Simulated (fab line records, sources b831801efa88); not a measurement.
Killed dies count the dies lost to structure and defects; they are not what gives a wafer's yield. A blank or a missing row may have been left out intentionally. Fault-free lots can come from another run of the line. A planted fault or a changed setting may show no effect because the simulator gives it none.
fab line records :: flow gf180mcu
record
  lots=12
  wafers=36
  last_day=34
route steps=602 shown M4@460 V4@487
lots that met no fault: from a run of the same line without faults
start_h: start of the lot's first displayed wafer, in hours after the record's first day :: wait_h: how many hours have passed since the lot's step before this one :: " unchanged from the row above :: L1.1+2: one row covering several wafers at once :: - no value present, or no start provided :: * or withheld: withheld :: < > ~ a bound
route shown NAME@n: names a module that has steps shown in the file, with the first one's number in the route :: usual: mean/standard deviation taken from wafers without a fault :: same: alike in all rows :: chamber/n: place in a boat :: sites: per-site readings :: _std_site: standard deviation across them :: _edge_site: inner sites' mean taken away from outer sites' mean :: radius_mm: for every site, how far away it sits from the centre of the wafer :: mask NAME#n: copy n :: behind: the last tool/chamber to shape the wafer :: hold: reason for holding the lot/hours on hold/outcome of the hold :: device: the transistor (n, p or np) that didn't switch :: end of line: the route-end tests of the same wafers :: a step without rows: its recipe alone :: killed: at the first sort, the dies lost to defects and structure; wafer yield is something else :: map: per-die view of a wafer (x killed, . not killed, _ where there is no die)
set.NAME: the run value of the setting; set.NAME@STEP: its run value at that earlier step :: model.NAME: the simulator's own value behind a step, which no gauge read
the route's steps for a sample of lots (tables are steps, rows are wafers)
services: a tool's chamber out of use, with start hour (start_h, from the record's first day; less than 0 if before it), hours out, and reason
## steps
# step GF_M4_SPUTTER_04
# recipe
  material=TiN
  target_thk_nm=50
  power_w=6500
  time_s=41.7
  chamber_pressure_pa=0.4
# usual
  throttle_valve_pct=29.7/0.96
lot.wafer: L834.2
tool: pvd_sputter-01
chamber: -
start_h: 512.34
wait_h: 0.0
throttle_valve_pct: 28.1

lot.wafer: L834.4
tool: pvd_sputter-01
chamber: -
start_h: 512.34
wait_h: 0.0
throttle_valve_pct: 30.9

lot.wafer: L834.6
tool: pvd_sputter-01
chamber: -
start_h: 512.34
wait_h: 0.0
throttle_valve_pct: 30.7

lot.wafer: L835.1
tool: pvd_sputter-03
chamber: -
start_h: 520.09
wait_h: 0.0
throttle_valve_pct: 31.7

lot.wafer: L835.2
tool: pvd_sputter-03
chamber: -
start_h: 520.09
wait_h: 0.0
throttle_valve_pct: 30.7

lot.wafer: L835.5
tool: pvd_sputter-03
chamber: -
start_h: 520.09
wait_h: 0.0
throttle_valve_pct: 31.2

lot.wafer: L836.2
tool: pvd_sputter-02
chamber: -
start_h: 531.45
wait_h: 0.0
throttle_valve_pct: 30.6

lot.wafer: L836.5
tool: pvd_sputter-02
chamber: -
start_h: 531.45
wait_h: 0.0
throttle_valve_pct: 30.5

lot.wafer: L836.6
tool: pvd_sputter-02
chamber: -
start_h: 531.45
wait_h: 0.0
throttle_valve_pct: 28.4

lot.wafer: L844.1
tool: pvd_sputter-02
chamber: -
start_h: 600.04
wait_h: 0.0
throttle_valve_pct: 29.5

lot.wafer: L844.3
tool: pvd_sputter-02
chamber: -
start_h: 600.04
wait_h: 0.0
throttle_valve_pct: 30.8

lot.wafer: L844.4
tool: pvd_sputter-02
chamber: -
start_h: 600.04
wait_h: 0.0
throttle_valve_pct: 28.2

lot.wafer: L845.3
tool: pvd_sputter-01
chamber: -
start_h: 605.12
wait_h: 0.0
throttle_valve_pct: 30.5

lot.wafer: L845.5
tool: pvd_sputter-01
chamber: -
start_h: 605.12
wait_h: 0.0
throttle_valve_pct: 30.7

lot.wafer: L845.6
tool: pvd_sputter-01
chamber: -
start_h: 605.12
wait_h: 0.0
throttle_valve_pct: 29.7

lot.wafer: L847.3
tool: pvd_sputter-03
chamber: -
start_h: 623.40
wait_h: 0.0
throttle_valve_pct: 30.7

lot.wafer: L847.4
tool: pvd_sputter-03
chamber: -
start_h: 623.40
wait_h: 0.0
throttle_valve_pct: 31.2

lot.wafer: L847.5
tool: pvd_sputter-03
chamber: -
start_h: 623.40
wait_h: 0.0
throttle_valve_pct: 31.5

lot.wafer: L848.2
tool: pvd_sputter-01
chamber: -
start_h: 630.97
wait_h: 0.0
throttle_valve_pct: 28.2

lot.wafer: L848.4
tool: pvd_sputter-01
chamber: -
start_h: 630.97
wait_h: 0.0
throttle_valve_pct: 30.1

lot.wafer: L848.6
tool: pvd_sputter-01
chamber: -
start_h: 630.97
wait_h: 0.0
throttle_valve_pct: 30.9

lot.wafer: L849.1
tool: pvd_sputter-02
chamber: -
start_h: 639.50
wait_h: 0.0
throttle_valve_pct: 28.5

lot.wafer: L849.2
tool: pvd_sputter-02
chamber: -
start_h: 639.50
wait_h: 0.0
throttle_valve_pct: 29.6

lot.wafer: L849.3
tool: pvd_sputter-02
chamber: -
start_h: 639.50
wait_h: 0.0
throttle_valve_pct: 28.3

lot.wafer: L850.2
tool: pvd_sputter-01
chamber: -
start_h: 642.62
wait_h: 0.0
throttle_valve_pct: 30.7

lot.wafer: L850.4
tool: pvd_sputter-01
chamber: -
start_h: 642.62
wait_h: 0.0
throttle_valve_pct: 30.2

lot.wafer: L850.5
tool: pvd_sputter-01
chamber: -
start_h: 642.62
wait_h: 0.0
throttle_valve_pct: 29.4

lot.wafer: L852.1
tool: pvd_sputter-01
chamber: -
start_h: 658.12
wait_h: 0.0
throttle_valve_pct: 30.0

lot.wafer: L852.2
tool: pvd_sputter-01
chamber: -
start_h: 658.12
wait_h: 0.0
throttle_valve_pct: 28.3

lot.wafer: L852.5
tool: pvd_sputter-01
chamber: -
start_h: 658.12
wait_h: 0.0
throttle_valve_pct: 28.3

lot.wafer: L854.1
tool: pvd_sputter-03
chamber: -
start_h: 670.29
wait_h: 0.0
throttle_valve_pct: 30.0

lot.wafer: L854.2
tool: pvd_sputter-03
chamber: -
start_h: 670.29
wait_h: 0.0
throttle_valve_pct: 29.6

lot.wafer: L854.3
tool: pvd_sputter-03
chamber: -
start_h: 670.29
wait_h: 0.0
throttle_valve_pct: 30.5

lot.wafer: L855.1
tool: pvd_sputter-01
chamber: -
start_h: 677.29
wait_h: 0.0
throttle_valve_pct: 29.9

lot.wafer: L855.3
tool: pvd_sputter-01
chamber: -
start_h: 677.29
wait_h: 0.0
throttle_valve_pct: 29.6

lot.wafer: L855.6
tool: pvd_sputter-01
chamber: -
start_h: 677.29
wait_h: 0.0
throttle_valve_pct: 29.4
# step GF_M4_RS_MEAS_05
# recipe
  thk_meas_gauge=four-point-probe
  reads=TiN_of_M4_SPUTTER_04+Ti_of_M4_SPUTTER_03+AlCu_of_M4_SPUTTER_02+TiN_of_M4_SPUTTER_01+Ti_of_M4_SPUTTER_00
# usual
  M4_ALCU_RS=0.0697/0.00084
lot.wafer: L834.2
tool: film_metro-02
chamber: -
start_h: 512.40
wait_h: 0.0
M4_ALCU_RS[ohm/sq]: 0.0702

lot.wafer: L834.4
tool: film_metro-02
chamber: -
start_h: 512.40
wait_h: 0.0
M4_ALCU_RS[ohm/sq]: 0.0704

lot.wafer: L834.6
tool: film_metro-02
chamber: -
start_h: 512.40
wait_h: 0.0
M4_ALCU_RS[ohm/sq]: 0.0695

lot.wafer: L835.1
tool: film_metro-02
chamber: -
start_h: 520.13
wait_h: 0.0
M4_ALCU_RS[ohm/sq]: 0.0697

lot.wafer: L835.2
tool: film_metro-02
chamber: -
start_h: 520.13
wait_h: 0.0
M4_ALCU_RS[ohm/sq]: 0.0694

lot.wafer: L835.5
tool: film_metro-02
chamber: -
start_h: 520.13
wait_h: 0.0
M4_ALCU_RS[ohm/sq]: 0.0689

lot.wafer: L836.2
tool: film_metro-01
chamber: -
start_h: 531.51
wait_h: 0.0
M4_ALCU_RS[ohm/sq]: 0.0705

lot.wafer: L836.5
tool: film_metro-01
chamber: -
start_h: 531.51
wait_h: 0.0
M4_ALCU_RS[ohm/sq]: 0.0708

lot.wafer: L836.6
tool: film_metro-01
chamber: -
start_h: 531.51
wait_h: 0.0
M4_ALCU_RS[ohm/sq]: 0.0720

lot.wafer: L844.1
tool: film_metro-04
chamber: -
start_h: 600.08
wait_h: 0.0
M4_ALCU_RS[ohm/sq]: 0.0703

lot.wafer: L844.3
tool: film_metro-04
chamber: -
start_h: 600.08
wait_h: 0.0
M4_ALCU_RS[ohm/sq]: 0.0696

lot.wafer: L844.4
tool: film_metro-04
chamber: -
start_h: 600.08
wait_h: 0.0
M4_ALCU_RS[ohm/sq]: 0.0695

lot.wafer: L845.3
tool: film_metro-02
chamber: -
start_h: 605.20
wait_h: 0.1
M4_ALCU_RS[ohm/sq]: 0.0705

lot.wafer: L845.5
tool: film_metro-02
chamber: -
start_h: 605.20
wait_h: 0.1
M4_ALCU_RS[ohm/sq]: 0.0702

lot.wafer: L845.6
tool: film_metro-02
chamber: -
start_h: 605.20
wait_h: 0.1
M4_ALCU_RS[ohm/sq]: 0.0692

lot.wafer: L847.3
tool: film_metro-02
chamber: -
start_h: 623.48
wait_h: 0.1
M4_ALCU_RS[ohm/sq]: 0.0697

lot.wafer: L847.4
tool: film_metro-02
chamber: -
start_h: 623.48
wait_h: 0.1
M4_ALCU_RS[ohm/sq]: 0.0704

lot.wafer: L847.5
tool: film_metro-02
chamber: -
start_h: 623.48
wait_h: 0.1
M4_ALCU_RS[ohm/sq]: 0.0706

lot.wafer: L848.2
tool: film_metro-02
chamber: -
start_h: 631.03
wait_h: 0.0
M4_ALCU_RS[ohm/sq]: 0.0701

lot.wafer: L848.4
tool: film_metro-02
chamber: -
start_h: 631.03
wait_h: 0.0
M4_ALCU_RS[ohm/sq]: 0.0705

lot.wafer: L848.6
tool: film_metro-02
chamber: -
start_h: 631.03
wait_h: 0.0
M4_ALCU_RS[ohm/sq]: 0.0714

lot.wafer: L849.1
tool: film_metro-02
chamber: -
start_h: 639.54
wait_h: 0.0
M4_ALCU_RS[ohm/sq]: 0.0688

lot.wafer: L849.2
tool: film_metro-02
chamber: -
start_h: 639.54
wait_h: 0.0
M4_ALCU_RS[ohm/sq]: 0.0688

lot.wafer: L849.3
tool: film_metro-02
chamber: -
start_h: 639.54
wait_h: 0.0
M4_ALCU_RS[ohm/sq]: 0.0693

lot.wafer: L850.2
tool: film_metro-02
chamber: -
start_h: 642.69
wait_h: 0.0
M4_ALCU_RS[ohm/sq]: 0.0699

lot.wafer: L850.4
tool: film_metro-02
chamber: -
start_h: 642.69
wait_h: 0.0
M4_ALCU_RS[ohm/sq]: 0.0694

lot.wafer: L850.5
tool: film_metro-02
chamber: -
start_h: 642.69
wait_h: 0.0
M4_ALCU_RS[ohm/sq]: 0.0697

lot.wafer: L852.1
tool: film_metro-04
chamber: -
start_h: 658.16
wait_h: 0.0
M4_ALCU_RS[ohm/sq]: 0.0703

lot.wafer: L852.2
tool: film_metro-04
chamber: -
start_h: 658.16
wait_h: 0.0
M4_ALCU_RS[ohm/sq]: 0.0699

lot.wafer: L852.5
tool: film_metro-04
chamber: -
start_h: 658.16
wait_h: 0.0
M4_ALCU_RS[ohm/sq]: 0.0699

lot.wafer: L854.1
tool: film_metro-02
chamber: -
start_h: 670.33
wait_h: 0.0
M4_ALCU_RS[ohm/sq]: 0.0688

lot.wafer: L854.2
tool: film_metro-02
chamber: -
start_h: 670.33
wait_h: 0.0
M4_ALCU_RS[ohm/sq]: 0.0694

lot.wafer: L854.3
tool: film_metro-02
chamber: -
start_h: 670.33
wait_h: 0.0
M4_ALCU_RS[ohm/sq]: 0.0692

lot.wafer: L855.1
tool: film_metro-01
chamber: -
start_h: 677.33
wait_h: 0.0
M4_ALCU_RS[ohm/sq]: 0.0697

lot.wafer: L855.3
tool: film_metro-01
chamber: -
start_h: 677.33
wait_h: 0.0
M4_ALCU_RS[ohm/sq]: 0.0702

lot.wafer: L855.6
tool: film_metro-01
chamber: -
start_h: 677.33
wait_h: 0.0
M4_ALCU_RS[ohm/sq]: 0.0703
# step GF_V4_EXPOSE_11
# recipe
  mask_id=Via4
  target_cd_nm=260
  na=0.68
  source_shape=conventional
  sigma_outer=0.6
  dose_mj=38
lot.wafer: L834.2+4+6
tool: krf_scanner-01
chamber: 0
start_h: 547.40
wait_h: -
mask: Via4#0

lot.wafer: L835.1+2+5
tool: krf_scanner-01
chamber: 0
start_h: 555.84
wait_h: -
mask: Via4#0

lot.wafer: L836.2+5+6
tool: krf_scanner-01
chamber: 0
start_h: 565.86
wait_h: -
mask: Via4#0

lot.wafer: L844.1+3+4
tool: krf_scanner-02
chamber: 0
start_h: 632.46
wait_h: -
mask: Via4#0

lot.wafer: L845.3+5+6
tool: krf_scanner-02
chamber: 0
start_h: 637.44
wait_h: -
mask: Via4#0

lot.wafer: L847.3+4+5
tool: krf_scanner-01
chamber: 0
start_h: 654.94
wait_h: -
mask: Via4#0

lot.wafer: L848.2+4+6
tool: krf_scanner-01
chamber: 0
start_h: 662.32
wait_h: -
mask: Via4#0

lot.wafer: L849.1+2+3
tool: krf_scanner-01
chamber: 0
start_h: 669.75
wait_h: -
mask: Via4#0

lot.wafer: L850.2+4+5
tool: krf_scanner-01
chamber: 0
start_h: 673.85
wait_h: -
mask: Via4#0

lot.wafer: L852.1+2+5
tool: krf_scanner-01
chamber: 0
start_h: 687.83
wait_h: -
mask: Via4#0

lot.wafer: L854.1+2+3
tool: krf_scanner-01
chamber: 0
start_h: 699.76
wait_h: -
mask: Via4#0

lot.wafer: L855.1+3+6
tool: krf_scanner-01
chamber: 0
start_h: 706.55
wait_h: -
mask: Via4#0
# step GF_V4_OVL_MEAS_15
# usual
  V4_OVL=0/5.7
lot.wafer: L834.2
tool: overlay-01
chamber: -
start_h: 557.47
wait_h: 0.1
V4_OVL[nm]: 1

lot.wafer: L834.4
tool: overlay-01
chamber: -
start_h: 557.47
wait_h: 0.1
V4_OVL[nm]: 0

lot.wafer: L834.6
tool: overlay-01
chamber: -
start_h: 557.47
wait_h: 0.1
V4_OVL[nm]: -4

lot.wafer: L835.1
tool: overlay-02
chamber: -
start_h: 567.03
wait_h: 0.1
V4_OVL[nm]: 5

lot.wafer: L835.2
tool: overlay-02
chamber: -
start_h: 567.03
wait_h: 0.1
V4_OVL[nm]: -4

lot.wafer: L835.5
tool: overlay-02
chamber: -
start_h: 567.03
wait_h: 0.1
V4_OVL[nm]: 0

lot.wafer: L836.2
tool: overlay-01
chamber: -
start_h: 576.63
wait_h: 0.1
V4_OVL[nm]: -1

lot.wafer: L836.5
tool: overlay-01
chamber: -
start_h: 576.63
wait_h: 0.1
V4_OVL[nm]: -8

lot.wafer: L836.6
tool: overlay-01
chamber: -
start_h: 576.63
wait_h: 0.1
V4_OVL[nm]: -9

lot.wafer: L844.1
tool: overlay-02
chamber: -
start_h: 641.71
wait_h: 0.1
V4_OVL[nm]: 56

lot.wafer: L844.3
tool: overlay-02
chamber: -
start_h: 641.71
wait_h: 0.1
V4_OVL[nm]: 53

lot.wafer: L844.4
tool: overlay-02
chamber: -
start_h: 641.71
wait_h: 0.1
V4_OVL[nm]: 47

lot.wafer: L845.3
tool: overlay-02
chamber: -
start_h: 646.79
wait_h: 0.1
V4_OVL[nm]: 54

lot.wafer: L845.5
tool: overlay-02
chamber: -
start_h: 646.79
wait_h: 0.1
V4_OVL[nm]: 45

lot.wafer: L845.6
tool: overlay-02
chamber: -
start_h: 646.79
wait_h: 0.1
V4_OVL[nm]: 45

lot.wafer: L847.3
tool: overlay-01
chamber: -
start_h: 664.49
wait_h: 0.1
V4_OVL[nm]: 8

lot.wafer: L847.4
tool: overlay-01
chamber: -
start_h: 664.49
wait_h: 0.1
V4_OVL[nm]: 9

lot.wafer: L847.5
tool: overlay-01
chamber: -
start_h: 664.49
wait_h: 0.1
V4_OVL[nm]: 8

lot.wafer: L848.2
tool: overlay-02
chamber: -
start_h: 671.36
wait_h: 0.1
V4_OVL[nm]: -2

lot.wafer: L848.4
tool: overlay-02
chamber: -
start_h: 671.36
wait_h: 0.1
V4_OVL[nm]: -3

lot.wafer: L848.6
tool: overlay-02
chamber: -
start_h: 671.36
wait_h: 0.1
V4_OVL[nm]: -4

lot.wafer: L849.1
tool: overlay-02
chamber: -
start_h: 679.27
wait_h: 0.1
V4_OVL[nm]: -5

lot.wafer: L849.2
tool: overlay-02
chamber: -
start_h: 679.27
wait_h: 0.1
V4_OVL[nm]: -6

lot.wafer: L849.3
tool: overlay-02
chamber: -
start_h: 679.27
wait_h: 0.1
V4_OVL[nm]: -6

lot.wafer: L850.2
tool: overlay-02
chamber: -
start_h: 682.97
wait_h: 0.1
V4_OVL[nm]: 2

lot.wafer: L850.4
tool: overlay-02
chamber: -
start_h: 682.97
wait_h: 0.1
V4_OVL[nm]: 8

lot.wafer: L850.5
tool: overlay-02
chamber: -
start_h: 682.97
wait_h: 0.1
V4_OVL[nm]: 7

lot.wafer: L852.1
tool: overlay-01
chamber: -
start_h: 697.22
wait_h: 0.1
V4_OVL[nm]: -7

lot.wafer: L852.2
tool: overlay-01
chamber: -
start_h: 697.22
wait_h: 0.1
V4_OVL[nm]: -11

lot.wafer: L852.5
tool: overlay-01
chamber: -
start_h: 697.22
wait_h: 0.1
V4_OVL[nm]: -7

lot.wafer: L854.1
tool: overlay-01
chamber: -
start_h: 708.27
wait_h: 0.1
V4_OVL[nm]: 4

lot.wafer: L854.2
tool: overlay-01
chamber: -
start_h: 708.27
wait_h: 0.1
V4_OVL[nm]: 0

lot.wafer: L854.3
tool: overlay-01
chamber: -
start_h: 708.27
wait_h: 0.1
V4_OVL[nm]: -3

lot.wafer: L855.1
tool: overlay-01
chamber: -
start_h: 715.29
wait_h: 0.1
V4_OVL[nm]: 2

lot.wafer: L855.3
tool: overlay-01
chamber: -
start_h: 715.29
wait_h: 0.1
V4_OVL[nm]: -2

lot.wafer: L855.6
tool: overlay-01
chamber: -
start_h: 715.29
wait_h: 0.1
V4_OVL[nm]: 0
# step GF_V4_STRIP_18
# recipe
  chemistry=O2/N2
  power_w=1400
  pressure_mtorr=1500
  platen_temp_c=250
  o2_flow_sccm=3000
  n2_flow_sccm=300
  overash_fraction=0.5
# usual
  chamber_pressure_mTorr=1499.9/1.6
  drypump_motor_current_A=5.6/0.36
  heater_power_w=356/31
  oes_product_au=0.594/0.0048
lot.wafer: L834.2
tool: plasma_asher-01
chamber: 1
start_h: 557.63
wait_h: -
chamber_pressure_mTorr: 1498.3
drypump_motor_current_A: 5.8
heater_power_w: 339
oes_product_au: 0.592
rf_hours_counter_h: 14

lot.wafer: L834.4
tool: plasma_asher-01
chamber: 1
start_h: 557.63
wait_h: -
chamber_pressure_mTorr: 1500.2
drypump_motor_current_A: 5.9
heater_power_w: 349
oes_product_au: 0.604
rf_hours_counter_h: -

lot.wafer: L834.6
tool: plasma_asher-01
chamber: 1
start_h: 557.63
wait_h: -
chamber_pressure_mTorr: 1499.7
drypump_motor_current_A: 5.9
heater_power_w: 356
oes_product_au: 0.596
rf_hours_counter_h: -

lot.wafer: L835.1
tool: plasma_asher-01
chamber: 1
start_h: 567.19
wait_h: -
chamber_pressure_mTorr: 1498.1
drypump_motor_current_A: 5.8
heater_power_w: 349
oes_product_au: 0.585
rf_hours_counter_h: 15

lot.wafer: L835.2
tool: plasma_asher-01
chamber: 0
start_h: 567.19
wait_h: -
chamber_pressure_mTorr: 1498.5
drypump_motor_current_A: 5.6
heater_power_w: 337
oes_product_au: 0.596
rf_hours_counter_h: 15

lot.wafer: L835.5
tool: plasma_asher-01
chamber: 1
start_h: 567.19
wait_h: -
chamber_pressure_mTorr: 1496.7
drypump_motor_current_A: 5.8
heater_power_w: 350
oes_product_au: 0.598
rf_hours_counter_h: -

lot.wafer: L836.2
tool: plasma_asher-02
chamber: 1
start_h: 576.79
wait_h: -
chamber_pressure_mTorr: 1503.0
drypump_motor_current_A: 6.3
heater_power_w: 416
oes_product_au: 0.587
rf_hours_counter_h: 46

lot.wafer: L836.5
tool: plasma_asher-02
chamber: 1
start_h: 576.79
wait_h: -
chamber_pressure_mTorr: 1498.4
drypump_motor_current_A: 6.3
heater_power_w: 415
oes_product_au: 0.593
rf_hours_counter_h: -

lot.wafer: L836.6
tool: plasma_asher-02
chamber: 0
start_h: 576.79
wait_h: -
chamber_pressure_mTorr: 1499.9
drypump_motor_current_A: 5.8
heater_power_w: 359
oes_product_au: 0.601
rf_hours_counter_h: -

lot.wafer: L844.1
tool: plasma_asher-02
chamber: 1
start_h: 641.87
wait_h: -
chamber_pressure_mTorr: 1501.3
drypump_motor_current_A: 6.3
heater_power_w: 406
oes_product_au: 0.594
rf_hours_counter_h: 54

lot.wafer: L844.3
tool: plasma_asher-02
chamber: 0
start_h: 641.87
wait_h: -
chamber_pressure_mTorr: 1499.1
drypump_motor_current_A: 5.8
heater_power_w: 354
oes_product_au: 0.603
rf_hours_counter_h: -

lot.wafer: L844.4
tool: plasma_asher-02
chamber: 1
start_h: 641.87
wait_h: -
chamber_pressure_mTorr: 1498.5
drypump_motor_current_A: 6.3
heater_power_w: 413
oes_product_au: 0.590
rf_hours_counter_h: -

lot.wafer: L845.3
tool: plasma_asher-04
chamber: 0
start_h: 646.97
wait_h: -
chamber_pressure_mTorr: 1498.7
drypump_motor_current_A: 5.2
heater_power_w: 320
oes_product_au: 0.598
rf_hours_counter_h: -

lot.wafer: L845.5
tool: plasma_asher-04
chamber: 0
start_h: 646.97
wait_h: -
chamber_pressure_mTorr: 1498.6
drypump_motor_current_A: 5.1
heater_power_w: 315
oes_product_au: 0.590
rf_hours_counter_h: -

lot.wafer: L845.6
tool: plasma_asher-04
chamber: 1
start_h: 646.97
wait_h: -
chamber_pressure_mTorr: 1501.5
drypump_motor_current_A: 5.4
heater_power_w: 375
oes_product_au: 0.589
rf_hours_counter_h: -

lot.wafer: L847.3
tool: plasma_asher-02
chamber: 1
start_h: 664.67
wait_h: -
chamber_pressure_mTorr: 1497.9
drypump_motor_current_A: 6.3
heater_power_w: 418
oes_product_au: 0.601
rf_hours_counter_h: -

lot.wafer: L847.4
tool: plasma_asher-02
chamber: 0
start_h: 664.67
wait_h: -
chamber_pressure_mTorr: 1499.7
drypump_motor_current_A: 5.8
heater_power_w: 345
oes_product_au: 0.588
rf_hours_counter_h: -

lot.wafer: L847.5
tool: plasma_asher-02
chamber: 0
start_h: 664.67
wait_h: -
chamber_pressure_mTorr: 1499.6
drypump_motor_current_A: 5.8
heater_power_w: 355
oes_product_au: 0.593
rf_hours_counter_h: -

lot.wafer: L848.2
tool: plasma_asher-02
chamber: 0
start_h: 671.52
wait_h: -
chamber_pressure_mTorr: 1499.7
drypump_motor_current_A: 5.8
heater_power_w: 348
oes_product_au: 0.605
rf_hours_counter_h: 58

lot.wafer: L848.4
tool: plasma_asher-02
chamber: 1
start_h: 671.52
wait_h: -
chamber_pressure_mTorr: 1499.7
drypump_motor_current_A: 6.3
heater_power_w: 415
oes_product_au: 0.590
rf_hours_counter_h: -

lot.wafer: L848.6
tool: plasma_asher-02
chamber: 1
start_h: 671.52
wait_h: -
chamber_pressure_mTorr: 1498.0
drypump_motor_current_A: 6.3
heater_power_w: 413
oes_product_au: 0.600
rf_hours_counter_h: -

lot.wafer: L849.1
tool: plasma_asher-01
chamber: 0
start_h: 679.43
wait_h: -
chamber_pressure_mTorr: 1501.7
drypump_motor_current_A: 5.7
heater_power_w: 340
oes_product_au: 0.593
rf_hours_counter_h: 20

lot.wafer: L849.2
tool: plasma_asher-01
chamber: 1
start_h: 679.43
wait_h: -
chamber_pressure_mTorr: 1501.4
drypump_motor_current_A: 5.8
heater_power_w: 353
oes_product_au: 0.584
rf_hours_counter_h: 20

lot.wafer: L849.3
tool: plasma_asher-01
chamber: 0
start_h: 679.43
wait_h: -
chamber_pressure_mTorr: 1500.2
drypump_motor_current_A: 5.6
heater_power_w: 348
oes_product_au: 0.593
rf_hours_counter_h: -

lot.wafer: L850.2
tool: plasma_asher-04
chamber: 0
start_h: 683.13
wait_h: -
chamber_pressure_mTorr: 1502.5
drypump_motor_current_A: 5.1
heater_power_w: 325
oes_product_au: 0.595
rf_hours_counter_h: 107

lot.wafer: L850.4
tool: plasma_asher-04
chamber: 1
start_h: 683.13
wait_h: -
chamber_pressure_mTorr: 1500.7
drypump_motor_current_A: 5.4
heater_power_w: 371
oes_product_au: 0.590
rf_hours_counter_h: -

lot.wafer: L850.5
tool: plasma_asher-04
chamber: 1
start_h: 683.13
wait_h: -
chamber_pressure_mTorr: 1495.4
drypump_motor_current_A: 5.4
heater_power_w: 364
oes_product_au: 0.588
rf_hours_counter_h: -

lot.wafer: L852.1
tool: plasma_asher-04
chamber: 0
start_h: 697.39
wait_h: -
chamber_pressure_mTorr: 1499.1
drypump_motor_current_A: 5.1
heater_power_w: 308
oes_product_au: 0.591
rf_hours_counter_h: 109

lot.wafer: L852.2
tool: plasma_asher-04
chamber: 1
start_h: 697.39
wait_h: -
chamber_pressure_mTorr: 1498.7
drypump_motor_current_A: 5.4
heater_power_w: 372
oes_product_au: 0.585
rf_hours_counter_h: 109

lot.wafer: L852.5
tool: plasma_asher-04
chamber: 1
start_h: 697.39
wait_h: -
chamber_pressure_mTorr: 1500.1
drypump_motor_current_A: 5.4
heater_power_w: 371
oes_product_au: 0.588
rf_hours_counter_h: -

lot.wafer: L854.1
tool: plasma_asher-04
chamber: 1
start_h: 708.43
wait_h: -
chamber_pressure_mTorr: 1501.7
drypump_motor_current_A: 5.4
heater_power_w: 381
oes_product_au: 0.585
rf_hours_counter_h: 110

lot.wafer: L854.2
tool: plasma_asher-04
chamber: 0
start_h: 708.43
wait_h: -
chamber_pressure_mTorr: 1499.3
drypump_motor_current_A: 5.1
heater_power_w: 308
oes_product_au: 0.589
rf_hours_counter_h: 110

lot.wafer: L854.3
tool: plasma_asher-04
chamber: 1
start_h: 708.43
wait_h: -
chamber_pressure_mTorr: 1499.2
drypump_motor_current_A: 5.4
heater_power_w: 382
oes_product_au: 0.606
rf_hours_counter_h: -

lot.wafer: L855.1
tool: plasma_asher-01
chamber: 0
start_h: 715.45
wait_h: -
chamber_pressure_mTorr: 1498.9
drypump_motor_current_A: 5.6
heater_power_w: 352
oes_product_au: 0.590
rf_hours_counter_h: 24

lot.wafer: L855.3
tool: plasma_asher-01
chamber: 0
start_h: 715.45
wait_h: -
chamber_pressure_mTorr: 1498.9
drypump_motor_current_A: 5.6
heater_power_w: 348
oes_product_au: 0.596
rf_hours_counter_h: -

lot.wafer: L855.6
tool: plasma_asher-01
chamber: 1
start_h: 715.45
wait_h: -
chamber_pressure_mTorr: 1501.0
drypump_motor_current_A: 5.8
heater_power_w: 337
oes_product_au: 0.587
rf_hours_counter_h: -
## services
tool: krf_scanner-01
chamber: -
start_h: 489.00
hours: 0.8
kind: pm

tool: pvd_sputter-01
chamber: -
start_h: 494.22
hours: 2.5
kind: repair

tool: pvd_sputter-02
chamber: 1
start_h: 514.65
hours: -
kind: consumable_replace:kit

tool: pvd_sputter-02
chamber: 1
start_h: 514.65
hours: 18.0
kind: scheduled_down

tool: pvd_sputter-02
chamber: 1
start_h: 514.65
hours: 18.0
kind: vent_cycle

tool: plasma_asher-02
chamber: -
start_h: 521.52
hours: 4.3
kind: pm

tool: krf_scanner-02
chamber: -
start_h: 541.63
hours: 1.3
kind: pm

tool: pvd_sputter-02
chamber: -
start_h: 546.71
hours: 1.0
kind: repair

tool: krf_scanner-01
chamber: -
start_h: 568.25
hours: 0.9
kind: repair

tool: plasma_asher-04
chamber: -
start_h: 575.88
hours: 1.5
kind: repair

tool: pvd_sputter-03
chamber: 2
start_h: 578.78
hours: -
kind: consumable_replace:kit

tool: krf_scanner-01
chamber: -
start_h: 589.26
hours: 1.0
kind: pm

tool: pvd_sputter-02
chamber: -
start_h: 595.48
hours: 3.9
kind: repair

tool: plasma_asher-01
chamber: -
start_h: 597.17
hours: 2.8
kind: pm

tool: krf_scanner-02
chamber: -
start_h: 603.88
hours: 0.8
kind: pm

tool: plasma_asher-01
chamber: -
start_h: 606.27
hours: 62.7
kind: repair

tool: krf_scanner-01
chamber: -
start_h: 611.60
hours: 0.3
kind: repair

tool: krf_scanner-01
chamber: -
start_h: 617.72
hours: 1.3
kind: pm

tool: krf_scanner-02
chamber: -
start_h: 619.02
hours: 1.0
kind: pm

tool: pvd_sputter-01
chamber: -
start_h: 625.71
hours: 1.8
kind: repair

tool: pvd_sputter-01
chamber: 2
start_h: 642.67
hours: -
kind: consumable_replace:kit

tool: pvd_sputter-01
chamber: 2
start_h: 642.67
hours: 18.0
kind: scheduled_down

tool: pvd_sputter-01
chamber: 2
start_h: 642.67
hours: 18.0
kind: vent_cycle

tool: krf_scanner-01
chamber: 0
start_h: 663.77
hours: -
kind: calibration
## key
first_sign
  step=GF_V4_OVL_MEAS_15
  reading=V4_OVL
  direction=up
  sigmas=8.7
  usual=0
  struck=50
effect none on later readings
met_at GF_V4_EXPOSE_11
struck_lots L844,L845
not_acting_at GF_M4_SPUTTER_04,GF_M4_RS_MEAS_05,GF_V4_STRIP_18
fault
  kind=scanner_matching_overlay
  tool=krf_scanner-02
  chamber=-
  onset_h=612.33
  steps=GF_V4_EXPOSE_11
  offset=42.649
